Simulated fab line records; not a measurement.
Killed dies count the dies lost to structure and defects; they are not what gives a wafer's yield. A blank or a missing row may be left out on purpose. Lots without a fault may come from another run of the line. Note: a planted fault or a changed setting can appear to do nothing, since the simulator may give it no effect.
8D (eight disciplines) problem report, filled in by code | flow sky130 | the parts of the form that need people (team, actions taken, sign-off) are left out

== 1. WHAT WENT WRONG ==
tiltDeg at SKY_LDD_N_IMPLANT_15 reads a mean of 0.009 degrees on 6 wafers of 2 lots; wafers without a fault read 29.991 degrees with a standard deviation of 0.023. So: -99 or more standard deviations from the usual mean.
First observed at day 20 16:05: wafer L697.1, on implanter-02. At this step, 18 wafers from 6 lots have a number in the record. Rule for "out", or "out of limits": more than 4 standard deviations from the usual mean. Any other wafer with a number is counted as sound.

== 2. WHAT IT IS, WHAT IT ISN'T ==
question                    | is                     | is not
which readings at this step | tiltDeg                | -
which lots                  | L697, L698             | L691, L707, L708, L710
which wafers of those lots  | all that have a number | -
read on which tools         | implanter-02           | implanter-03, implanter-04
when                        | from day 20 16:05      | up to then (3 sound wafers); but 9 sound wafers of L707, L708, L710 came after

== 3. SUSPECTS, AND WHAT RULES EACH OUT ==
Counting: a tool at a process step up to the reading stays a suspect if it ran every lot that is out and no sound lot after the first of them.
- implanter-02 at SKY_LDD_N_IMPLANT_15: ruled out as a lasting fault. After its first lot that is out, L697 (day 20 16:05), sound lots L708 ran on it.
Left after counting: nothing in the record.

== 4. THE CAUSE (what the simulator had put in) ==
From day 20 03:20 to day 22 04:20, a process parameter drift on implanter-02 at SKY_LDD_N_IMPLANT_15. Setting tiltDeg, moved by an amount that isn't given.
Counting ruled it out, wrongly.

== 5. THE EFFECT CHAIN, in route order ==
Each row: a reading where the mean over the struck wafers with a number is more than 3 standard deviations away from the usual. Only readings whose record carries a usual standard deviation are examined. hours: median over the lots of the time between each lot's start at the first step of this table that gives one and its start at this step. sigmas: the change, counted in usual standard deviations.
hours | step                 | reading | usual          | on struck wafers | change  | sigmas
0     | SKY_LDD_N_IMPLANT_15 | tiltDeg | 29.991 degrees | 0.009            | -29.982 | -99 or more
Here are the process steps it includes:
- SKY_LDD_N_IMPLANT_15

== 6. HOW IT WOULD HAVE BEEN CAUGHT EARLIER ==
The fault began at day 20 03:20; the first out-of-limits reading in this record came at day 20 16:05, 13 hours later.
